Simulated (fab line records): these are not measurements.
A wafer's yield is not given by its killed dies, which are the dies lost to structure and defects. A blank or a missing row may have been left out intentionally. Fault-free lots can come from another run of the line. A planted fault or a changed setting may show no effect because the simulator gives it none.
A sampling plan put to the test    flow sky130    one line in one fab, 58 faults in these records, each fault weighed on the records of the lots it struck
The plan consists of the line's own looks: route steps at which the wafer is read by a gauge or an inspection but not changed. Where struck wafers have a number at a look and the file lists that look's usual mean and standard deviation on fault-free wafers, the look can be judged. Caught: 4 or more of those standard deviations (sigma) separate the usual mean from the mean of the struck wafers at a look after the fault's first step. On the tool: the test repeated on the tool's own readings taken at the fault's steps. Another recipe on the struck wafers, or a record that is blank for them alone, also counts as caught.

== THE FAULTS, as the simulator had put them in ==
1. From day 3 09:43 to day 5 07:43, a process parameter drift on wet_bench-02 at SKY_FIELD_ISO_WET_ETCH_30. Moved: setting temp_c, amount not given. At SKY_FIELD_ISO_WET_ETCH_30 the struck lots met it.
2. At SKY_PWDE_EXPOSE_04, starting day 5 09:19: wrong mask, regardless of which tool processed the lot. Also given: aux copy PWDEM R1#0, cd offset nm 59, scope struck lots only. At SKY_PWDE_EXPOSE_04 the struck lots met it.
3. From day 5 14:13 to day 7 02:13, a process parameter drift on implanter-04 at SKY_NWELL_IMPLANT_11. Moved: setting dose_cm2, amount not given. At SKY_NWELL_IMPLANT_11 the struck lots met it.
4. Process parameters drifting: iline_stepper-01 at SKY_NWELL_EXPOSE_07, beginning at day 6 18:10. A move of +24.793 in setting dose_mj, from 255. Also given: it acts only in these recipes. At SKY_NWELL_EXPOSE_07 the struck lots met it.
5. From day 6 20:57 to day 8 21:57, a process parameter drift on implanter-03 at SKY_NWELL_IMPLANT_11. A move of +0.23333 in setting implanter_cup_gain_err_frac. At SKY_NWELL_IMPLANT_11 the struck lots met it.
6. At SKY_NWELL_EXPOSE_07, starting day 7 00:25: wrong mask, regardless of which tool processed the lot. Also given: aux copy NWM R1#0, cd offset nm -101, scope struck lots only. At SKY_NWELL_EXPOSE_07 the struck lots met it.
7. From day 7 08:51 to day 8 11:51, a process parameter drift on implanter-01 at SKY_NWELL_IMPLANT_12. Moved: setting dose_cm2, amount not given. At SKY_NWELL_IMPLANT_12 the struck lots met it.
8. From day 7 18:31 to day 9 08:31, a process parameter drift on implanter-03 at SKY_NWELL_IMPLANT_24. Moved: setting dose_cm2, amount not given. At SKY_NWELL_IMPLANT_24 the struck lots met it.
9. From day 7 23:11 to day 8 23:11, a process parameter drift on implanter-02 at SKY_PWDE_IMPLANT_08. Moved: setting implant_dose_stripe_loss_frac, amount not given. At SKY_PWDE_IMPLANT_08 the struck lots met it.
10. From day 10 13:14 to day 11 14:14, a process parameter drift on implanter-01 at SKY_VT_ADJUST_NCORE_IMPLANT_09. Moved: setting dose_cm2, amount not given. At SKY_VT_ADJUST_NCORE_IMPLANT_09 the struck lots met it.
11. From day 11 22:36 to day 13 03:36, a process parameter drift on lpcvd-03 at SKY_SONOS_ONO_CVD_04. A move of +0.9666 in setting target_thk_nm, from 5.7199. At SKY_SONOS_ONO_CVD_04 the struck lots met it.
12. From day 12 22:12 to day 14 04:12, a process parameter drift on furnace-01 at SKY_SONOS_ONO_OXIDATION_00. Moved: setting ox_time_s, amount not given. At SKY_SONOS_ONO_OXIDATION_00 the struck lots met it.
13. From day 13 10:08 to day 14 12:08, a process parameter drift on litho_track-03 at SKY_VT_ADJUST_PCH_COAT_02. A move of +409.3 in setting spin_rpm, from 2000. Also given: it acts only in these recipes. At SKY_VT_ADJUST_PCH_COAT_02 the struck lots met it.
14. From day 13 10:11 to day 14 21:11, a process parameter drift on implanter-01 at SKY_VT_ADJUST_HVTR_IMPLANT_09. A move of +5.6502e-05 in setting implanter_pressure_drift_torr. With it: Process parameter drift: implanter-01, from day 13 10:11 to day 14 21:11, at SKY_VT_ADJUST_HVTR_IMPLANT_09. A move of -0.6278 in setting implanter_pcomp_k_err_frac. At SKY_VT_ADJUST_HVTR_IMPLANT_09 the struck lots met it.
15. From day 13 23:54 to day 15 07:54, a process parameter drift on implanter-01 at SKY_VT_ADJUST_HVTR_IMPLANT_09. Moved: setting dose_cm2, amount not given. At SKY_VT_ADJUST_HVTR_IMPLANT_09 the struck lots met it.
16. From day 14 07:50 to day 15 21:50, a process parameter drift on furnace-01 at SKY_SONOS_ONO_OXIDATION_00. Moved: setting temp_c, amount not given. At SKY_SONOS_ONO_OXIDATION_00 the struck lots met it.
17. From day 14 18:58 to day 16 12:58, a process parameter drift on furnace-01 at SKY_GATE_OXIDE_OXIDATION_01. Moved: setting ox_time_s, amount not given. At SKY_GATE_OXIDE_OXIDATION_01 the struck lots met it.
18. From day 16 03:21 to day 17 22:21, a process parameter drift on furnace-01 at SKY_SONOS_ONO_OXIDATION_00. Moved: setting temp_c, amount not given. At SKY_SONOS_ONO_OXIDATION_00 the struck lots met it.
19. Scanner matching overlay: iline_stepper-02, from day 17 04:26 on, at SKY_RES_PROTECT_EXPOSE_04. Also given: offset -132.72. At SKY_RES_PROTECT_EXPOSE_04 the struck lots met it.
20. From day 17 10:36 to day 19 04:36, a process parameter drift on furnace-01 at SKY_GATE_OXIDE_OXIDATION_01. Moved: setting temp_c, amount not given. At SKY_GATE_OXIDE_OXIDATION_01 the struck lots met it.
21. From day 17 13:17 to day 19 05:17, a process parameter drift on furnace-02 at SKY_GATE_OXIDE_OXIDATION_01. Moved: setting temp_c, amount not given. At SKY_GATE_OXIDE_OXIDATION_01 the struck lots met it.
22. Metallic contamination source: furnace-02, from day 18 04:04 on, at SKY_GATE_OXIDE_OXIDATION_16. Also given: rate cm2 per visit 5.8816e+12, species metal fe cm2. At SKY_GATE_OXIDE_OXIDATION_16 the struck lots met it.
23. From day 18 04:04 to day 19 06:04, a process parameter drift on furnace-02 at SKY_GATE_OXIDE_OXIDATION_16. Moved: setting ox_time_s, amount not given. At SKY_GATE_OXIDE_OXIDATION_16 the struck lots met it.
24. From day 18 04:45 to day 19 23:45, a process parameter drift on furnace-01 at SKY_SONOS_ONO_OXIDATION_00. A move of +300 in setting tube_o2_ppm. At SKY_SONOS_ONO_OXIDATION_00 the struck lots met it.
25. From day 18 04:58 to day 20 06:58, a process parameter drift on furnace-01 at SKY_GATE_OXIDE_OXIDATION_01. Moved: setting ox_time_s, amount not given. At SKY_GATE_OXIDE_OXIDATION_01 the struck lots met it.
26. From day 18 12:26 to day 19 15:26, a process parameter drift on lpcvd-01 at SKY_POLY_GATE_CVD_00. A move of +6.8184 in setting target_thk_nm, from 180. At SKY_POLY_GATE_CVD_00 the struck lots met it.
27. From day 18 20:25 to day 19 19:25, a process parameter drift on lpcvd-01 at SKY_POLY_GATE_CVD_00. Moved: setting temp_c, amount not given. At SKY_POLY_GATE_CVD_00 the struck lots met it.
28. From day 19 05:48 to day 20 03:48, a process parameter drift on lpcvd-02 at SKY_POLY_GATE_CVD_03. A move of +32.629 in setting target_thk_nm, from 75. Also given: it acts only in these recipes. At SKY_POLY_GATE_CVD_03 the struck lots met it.
29. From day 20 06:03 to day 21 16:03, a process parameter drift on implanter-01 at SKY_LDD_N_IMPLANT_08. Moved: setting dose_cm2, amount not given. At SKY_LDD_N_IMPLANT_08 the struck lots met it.
30. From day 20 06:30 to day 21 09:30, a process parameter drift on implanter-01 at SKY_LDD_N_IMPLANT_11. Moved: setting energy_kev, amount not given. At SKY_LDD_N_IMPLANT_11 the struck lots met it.
31. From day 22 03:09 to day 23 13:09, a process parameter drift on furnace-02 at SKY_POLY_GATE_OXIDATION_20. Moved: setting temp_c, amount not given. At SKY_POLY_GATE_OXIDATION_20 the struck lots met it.
32. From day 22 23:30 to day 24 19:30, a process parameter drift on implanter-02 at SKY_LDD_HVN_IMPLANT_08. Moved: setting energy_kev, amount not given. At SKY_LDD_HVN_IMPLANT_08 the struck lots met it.
33. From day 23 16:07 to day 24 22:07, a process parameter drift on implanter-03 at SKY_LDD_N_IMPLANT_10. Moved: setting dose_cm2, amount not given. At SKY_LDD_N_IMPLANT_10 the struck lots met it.
34. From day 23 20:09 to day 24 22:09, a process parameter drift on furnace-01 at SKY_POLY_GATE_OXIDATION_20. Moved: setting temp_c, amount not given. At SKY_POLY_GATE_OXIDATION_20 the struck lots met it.
35. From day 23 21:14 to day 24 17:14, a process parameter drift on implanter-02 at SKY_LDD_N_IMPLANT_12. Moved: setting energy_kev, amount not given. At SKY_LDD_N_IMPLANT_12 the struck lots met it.
36. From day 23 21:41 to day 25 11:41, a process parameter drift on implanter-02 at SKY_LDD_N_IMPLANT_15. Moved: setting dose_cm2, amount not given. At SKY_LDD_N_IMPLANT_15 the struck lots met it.
37. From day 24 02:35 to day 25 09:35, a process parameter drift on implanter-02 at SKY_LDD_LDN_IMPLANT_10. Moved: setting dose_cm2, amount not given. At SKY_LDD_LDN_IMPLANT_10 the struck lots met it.
38. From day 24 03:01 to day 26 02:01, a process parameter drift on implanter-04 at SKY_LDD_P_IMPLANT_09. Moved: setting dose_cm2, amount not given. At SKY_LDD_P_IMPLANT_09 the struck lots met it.
39. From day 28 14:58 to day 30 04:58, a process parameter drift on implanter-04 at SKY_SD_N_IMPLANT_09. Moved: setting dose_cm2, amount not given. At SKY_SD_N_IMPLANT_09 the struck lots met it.
40. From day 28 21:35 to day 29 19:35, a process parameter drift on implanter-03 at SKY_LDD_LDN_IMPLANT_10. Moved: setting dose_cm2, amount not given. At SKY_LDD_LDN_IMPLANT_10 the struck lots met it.
41. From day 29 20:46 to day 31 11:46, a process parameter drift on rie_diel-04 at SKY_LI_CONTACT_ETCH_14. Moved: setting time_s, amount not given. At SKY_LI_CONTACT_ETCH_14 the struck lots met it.
42. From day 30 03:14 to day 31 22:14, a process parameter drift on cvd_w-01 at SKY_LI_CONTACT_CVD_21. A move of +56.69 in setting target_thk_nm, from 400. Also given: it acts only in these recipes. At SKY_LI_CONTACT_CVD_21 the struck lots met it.
43. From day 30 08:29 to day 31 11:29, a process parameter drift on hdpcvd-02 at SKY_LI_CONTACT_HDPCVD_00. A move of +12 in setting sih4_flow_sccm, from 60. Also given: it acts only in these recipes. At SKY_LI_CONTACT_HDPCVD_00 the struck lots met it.
44. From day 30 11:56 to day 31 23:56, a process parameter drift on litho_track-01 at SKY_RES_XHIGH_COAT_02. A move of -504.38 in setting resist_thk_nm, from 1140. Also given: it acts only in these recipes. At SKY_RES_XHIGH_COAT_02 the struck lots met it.
45. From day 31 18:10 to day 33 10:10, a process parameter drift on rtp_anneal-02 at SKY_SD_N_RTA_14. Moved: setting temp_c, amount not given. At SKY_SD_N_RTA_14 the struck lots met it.
46. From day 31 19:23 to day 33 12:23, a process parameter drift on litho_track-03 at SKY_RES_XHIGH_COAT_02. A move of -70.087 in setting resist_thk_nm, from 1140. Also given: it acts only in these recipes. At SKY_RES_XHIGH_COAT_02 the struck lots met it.
47. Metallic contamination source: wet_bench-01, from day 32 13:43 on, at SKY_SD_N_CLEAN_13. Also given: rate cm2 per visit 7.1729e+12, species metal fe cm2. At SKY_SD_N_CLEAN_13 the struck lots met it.
48. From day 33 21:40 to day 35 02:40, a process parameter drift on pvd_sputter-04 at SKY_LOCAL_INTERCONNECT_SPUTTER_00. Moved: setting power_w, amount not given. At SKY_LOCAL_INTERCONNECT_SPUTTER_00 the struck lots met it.
49. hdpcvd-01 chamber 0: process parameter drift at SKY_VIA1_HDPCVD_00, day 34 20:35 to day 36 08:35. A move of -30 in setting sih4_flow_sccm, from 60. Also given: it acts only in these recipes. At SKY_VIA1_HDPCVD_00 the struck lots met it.
50. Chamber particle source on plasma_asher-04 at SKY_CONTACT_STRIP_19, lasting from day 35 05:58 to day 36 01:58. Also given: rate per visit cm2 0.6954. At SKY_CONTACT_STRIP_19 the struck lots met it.
51. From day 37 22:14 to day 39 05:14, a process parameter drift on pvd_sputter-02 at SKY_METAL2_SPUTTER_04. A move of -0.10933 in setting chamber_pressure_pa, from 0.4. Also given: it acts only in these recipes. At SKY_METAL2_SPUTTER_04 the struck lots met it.
52. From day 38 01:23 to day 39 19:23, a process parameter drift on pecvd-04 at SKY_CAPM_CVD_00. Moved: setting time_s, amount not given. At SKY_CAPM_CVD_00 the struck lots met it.
53. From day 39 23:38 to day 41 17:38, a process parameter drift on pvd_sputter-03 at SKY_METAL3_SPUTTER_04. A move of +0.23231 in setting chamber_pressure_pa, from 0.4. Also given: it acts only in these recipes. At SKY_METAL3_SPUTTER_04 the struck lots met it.
54. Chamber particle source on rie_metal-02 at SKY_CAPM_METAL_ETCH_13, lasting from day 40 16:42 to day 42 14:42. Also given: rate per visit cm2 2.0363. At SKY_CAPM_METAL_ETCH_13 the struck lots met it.
55. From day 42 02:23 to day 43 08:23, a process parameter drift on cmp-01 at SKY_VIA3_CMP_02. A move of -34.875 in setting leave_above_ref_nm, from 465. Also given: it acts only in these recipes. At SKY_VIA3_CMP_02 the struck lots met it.
56. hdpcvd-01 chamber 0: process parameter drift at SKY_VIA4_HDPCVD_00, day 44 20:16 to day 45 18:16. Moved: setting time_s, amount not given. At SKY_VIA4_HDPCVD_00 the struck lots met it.
57. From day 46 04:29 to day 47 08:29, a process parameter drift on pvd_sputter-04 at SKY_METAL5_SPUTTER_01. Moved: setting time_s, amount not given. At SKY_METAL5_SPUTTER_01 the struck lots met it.
58. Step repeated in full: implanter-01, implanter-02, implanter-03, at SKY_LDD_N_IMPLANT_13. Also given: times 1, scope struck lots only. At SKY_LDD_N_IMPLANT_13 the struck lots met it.

== WHAT THE PLAN SAW ==
fault  on the tool itself                             first look that catches it                       reading, sigma                                                                   median hours from its first step to that look  hours from the fault's start to the first struck lot there  judged looks passed uncaught
1      temp_c -99 or beyond sigma                     none of the 4 looks that can be judged after it  -                                                                                -                                              -                                                           4
2      no reading that can be judged                  no look after it can be judged                   -                                                                                -                                              -                                                           0
3      dose_ions_cm2 -99 or beyond sigma              SKY_NWELL_TW_MEAS_15                             NWELL_TW -9.8                                                                    0.5                                            2                                                           0
4      exposure_dose_mJ_cm2 +85 sigma                 no look after it can be judged                   -                                                                                -                                              -                                                           0
5      faraday_current_uA +11 sigma                   SKY_NWELL_TW_MEAS_15                             NWELL_TW -6.5                                                                    0.6                                            11                                                          0
6      under 2 sigma                                  no look after it can be judged                   -                                                                                -                                              -                                                           0
7      dose_ions_cm2 +95 sigma                        not the one look that can be judged after it     strongest: NWELL_RS at SKY_NWELL_RS_MEAS_29, -2.6                                -                                              -                                                           1
8      dose_ions_cm2 -99 or beyond sigma              none of the 2 looks that can be judged after it  strongest: NWELL_2_TW at SKY_NWELL_TW_MEAS_26, -3.8                              -                                              -                                                           2
9      under 2 sigma                                  none of the 3 looks that can be judged after it  strongest: PWDE_RS at SKY_NWELL_RS_MEAS_31, +3.8                                 -                                              -                                                           3
10     dose_ions_cm2 +73 sigma                        none of the 2 looks that can be judged after it  strongest: VT_ADJUST_NCORE_TW at SKY_VT_ADJUST_NCORE_TW_MEAS_11, +2.6            -                                              -                                                           2
11     under 2 sigma                                  SKY_SONOS_ONO_THK_MEAS_05                        SONOS_ONO_CVD_04_THK +8.4                                                        1.3                                            6                                                           0
12     under 2 sigma                                  SKY_SONOS_ONO_THK_MEAS_01                        SONOS_ONO_OXIDATION_THK +4.2                                                     1.4                                            7                                                           0
13     spin_speed_rpm +99 or beyond sigma             no look after it can be judged                   -                                                                                -                                              -                                                           0
14     end_station_pressure_torr +99 or beyond sigma  not the one look that can be judged after it     strongest: VT_ADJUST_HVTR_TW at SKY_VT_ADJUST_HVTR_TW_MEAS_11, +2.6              -                                              -                                                           1
15     dose_ions_cm2 -99 or beyond sigma              SKY_VT_ADJUST_HVTR_TW_MEAS_11                    VT_ADJUST_HVTR_TW -5.5                                                           0.2                                            10                                                          0
16     spike_tc_centre_C +9.5 sigma                   SKY_SONOS_ONO_THK_MEAS_01                        SONOS_ONO_OXIDATION_THK +5.5                                                     1.4                                            16                                                          0
17     under 2 sigma                                  SKY_GATE_OXIDE_THK_MEAS_02                       GATE_OXIDE_OXIDATION_00_THK -16                                                  1.4                                            7                                                           0
18     tube_center_temp_C -99 or beyond sigma         SKY_SONOS_ONO_THK_MEAS_01                        SONOS_ONO_OXIDATION_THK -9.7                                                     1.4                                            22                                                          0
19     under 2 sigma                                  no look after it can be judged                   -                                                                                -                                              -                                                           0
20     tube_center_temp_C -99 or beyond sigma         SKY_GATE_OXIDE_THK_MEAS_02                       GATE_OXIDE_OXIDATION_00_THK -15                                                  1.4                                            4                                                           0
21     tube_center_temp_C -98 sigma                   SKY_GATE_OXIDE_THK_MEAS_02                       GATE_OXIDE_OXIDATION_00_THK -5.3                                                 1.4                                            17                                                          0
22     under 2 sigma                                  none of the 5 looks that can be judged after it  -                                                                                -                                              -                                                           5
23     under 2 sigma                                  no look after it can be judged                   -                                                                                -                                              -                                                           0
24     under 2 sigma                                  SKY_SONOS_ONO_THK_MEAS_01                        SONOS_ONO_OXIDATION_THK +4.9                                                     1.3                                            12                                                          0
25     under 2 sigma                                  SKY_GATE_OXIDE_THK_MEAS_02                       GATE_OXIDE_OXIDATION_00_THK -16                                                  1.4                                            18                                                          0
26     under 2 sigma                                  not the one look that can be judged after it     strongest: POLY_GATE_CVD_00_THK at SKY_POLY_GATE_THK_MEAS_01, +3.6               -                                              -                                                           1
27     spike_tc_upper_C -7.3 sigma                    SKY_POLY_GATE_THK_MEAS_01                        POLY_GATE_CVD_00_THK -14                                                         1.2                                            3                                                           0
28     under 2 sigma                                  SKY_POLY_GATE_THK_MEAS_04                        POLY_GATE_CVD_03_THK +56                                                         1.4                                            7                                                           0
29     dose_ions_cm2 +99 or beyond sigma              no look after it can be judged                   -                                                                                -                                              -                                                           0
30     beam_energy_keV -99 or beyond sigma            no look after it can be judged                   -                                                                                -                                              -                                                           0
31     tube_center_temp_C -99 or beyond sigma         SKY_POLY_GATE_THK_MEAS_21                        POLY_GATE_OXIDATION_THK -26                                                      1.2                                            13                                                          0
32     beam_energy_keV -99 or beyond sigma            SKY_LDD_HVN_TW_MEAS_10                           LDD_HVN_TW -6.0                                                                  0.2                                            1                                                           0
33     dose_ions_cm2 -99 or beyond sigma              not the one look that can be judged after it     -                                                                                -                                              -                                                           1
34     tube_center_temp_C -99 or beyond sigma         SKY_POLY_GATE_THK_MEAS_21                        POLY_GATE_OXIDATION_THK -5.8                                                     1.2                                            9                                                           0
35     beam_energy_keV -99 or beyond sigma            no look after it can be judged                   -                                                                                -                                              -                                                           0
36     dose_ions_cm2 -99 or beyond sigma              no look after it can be judged                   -                                                                                -                                              -                                                           0
37     dose_ions_cm2 +99 or beyond sigma              no look after it can be judged                   -                                                                                -                                              -                                                           0
38     dose_ions_cm2 +99 or beyond sigma              SKY_LDD_P_TW_MEAS_11                             LDD_P_TW +7.9                                                                    0.2                                            26                                                          0
39     dose_ions_cm2 -60 sigma                        SKY_SD_N_RS_MEAS_16                              SD_N_RS +4.8                                                                     0.7                                            5                                                           0
40     dose_ions_cm2 -99 or beyond sigma              no look after it can be judged                   -                                                                                -                                              -                                                           0
41     run_length_s -46 sigma                         no look after it can be judged                   -                                                                                -                                              -                                                           0
42     under 2 sigma                                  SKY_LI_CONTACT_RS_MEAS_22                        LI_CONTACT_W_RS -12                                                              0.1                                            2                                                           0
43     sih4_flow_sccm +63 sigma                       SKY_LI_CONTACT_THK_MEAS_01                       LI_CONTACT_HDPCVD_THK +19                                                        0.1                                            1                                                           0
44     under 2 sigma                                  none of the 2 looks that can be judged after it  -                                                                                -                                              -                                                           2
45     wafer_temp_C_max +19 sigma                     SKY_SD_N_RS_MEAS_16                              SD_N_RS -44                                                                      0.2                                            5                                                           0
46     no reading that can be judged                  not the one look that can be judged after it     -                                                                                -                                              -                                                           1
47     under 2 sigma                                  none of the 8 looks that can be judged after it  strongest: LI_CONTACT_OVL at SKY_LI_CONTACT_OVL_MEAS_13, -2.1                    -                                              -                                                           8
48     cathode_dc_power_W +99 or beyond sigma         none of the 3 looks that can be judged after it  strongest: LOCAL_INTERCONNECT_TIN_RS at SKY_LOCAL_INTERCONNECT_RS_MEAS_01, -3.6  -                                              -                                                           3
49     sih4_flow_sccm -99 or beyond sigma             SKY_VIA1_THK_MEAS_01                             VIA1_HDPCVD_THK -42                                                              0.1                                            6                                                           0
50     under 2 sigma                                  no look after it can be judged                   -                                                                                -                                              -                                                           0
51     chamber_pressure_pa -99 or beyond sigma        none of the 4 looks that can be judged after it  -                                                                                -                                              -                                                           4
52     under 2 sigma                                  none of the 3 looks that can be judged after it  strongest: CAPM_CVD_00_THK at SKY_CAPM_THK_MEAS_01, +2.7                         -                                              -                                                           3
53     chamber_pressure_pa +99 or beyond sigma        no look after it can be judged                   -                                                                                -                                              -                                                           0
54     under 2 sigma                                  not the one look that can be judged after it     -                                                                                -                                              -                                                           1
55     under 2 sigma                                  none of the 2 looks that can be judged after it  -                                                                                -                                              -                                                           2
56     run_length_s +99 or beyond sigma               SKY_VIA4_THK_MEAS_01                             VIA4_HDPCVD_THK +29                                                              0.2                                            6                                                           0
57     under 2 sigma                                  no look after it can be judged                   -                                                                                -                                              -                                                           0
58     under 2 sigma                                  no look after it can be judged                   -                                                                                -                                              -                                                           0
Dash: fault not caught, or number not given in these records.

Caught at a look: 24 of 58. Caught on the tool: 35 of 58. By one or the other: 42 of 58.
On the tool alone, faults 1, 4, 7, 8, 10, 13, 14, 29, 30, 33, 35, 36, 37, 40, 41, 48, 51, 53 were caught.
Caught at a look alone: faults 11, 12, 17, 24, 25, 28, 42.
Caught by neither: faults 2, 6, 9, 19, 22, 23, 26, 44, 46, 47, 50, 52, 54, 55, 57, 58.

== THINNER SAMPLING ==
Were the look that catches a fault to measure just every second or every third lot (counted by lot number), the first struck lot would, at worst, be measured this late:
fault  struck lots at that look, in order of time  every lot  every second lot  every third lot
3      L910, L911                                  2 h        10 h              may miss all 2
5      L350, L356                                  11 h       may miss all 2    may miss all 2
11     L956, L957, L958, L959                      6 h        13 h              21 h
12     L286, L287, L288                            7 h        18 h              20 h
15     L955, L959                                  10 h       may miss all 2    may miss all 2
16     L451, L452                                  16 h       25 h              may miss all 2
17     L685, L686                                  7 h        9 h               may miss all 2
18     L151, L154                                  22 h       40 h              may miss all 2
20     L662, L666                                  4 h        may miss all 2    may miss all 2
21     L477, L478, L479                            17 h       21 h              27 h
24     L697, L698                                  12 h       25 h              may miss all 2
25     L195, L196                                  18 h       28 h              may miss all 2
27     L446, L447                                  3 h        23 h              may miss all 2
28     L957, L958                                  7 h        10 h              may miss all 2
31     L424, L425                                  13 h       17 h              may miss all 2
32     L588, L590                                  1 h        may miss all 2    may miss all 2
34     L260, L259                                  9 h        12 h              may miss all 2
38     L260, L261                                  26 h       29 h              may miss all 2
39     L532, L535                                  5 h        28 h              may miss all 2
42     L327, L329, L330                            2 h        35 h              may miss all 3
43     L709, L711                                  1 h        may miss all 2    may miss all 2
45     L946, L948                                  5 h        may miss all 2    may miss all 2
49     L311, L313                                  6 h        may miss all 2    may miss all 2
56     L562, L565                                  6 h        19 h              may miss all 2
Hours are from the fault's start to the first struck lot that is measured. The test against the limit of 4 sigma pooled every struck wafer, which means one lot taken alone may stay below that limit. Other struck lots may not be in these records.

== THE LONGEST TIMED WAY FROM STEP TO LOOK ==
Fault 20: a median of 1.4 hours passes between SKY_GATE_OXIDE_OXIDATION_01 and SKY_GATE_OXIDE_THK_MEAS_02. No look between them can be judged.
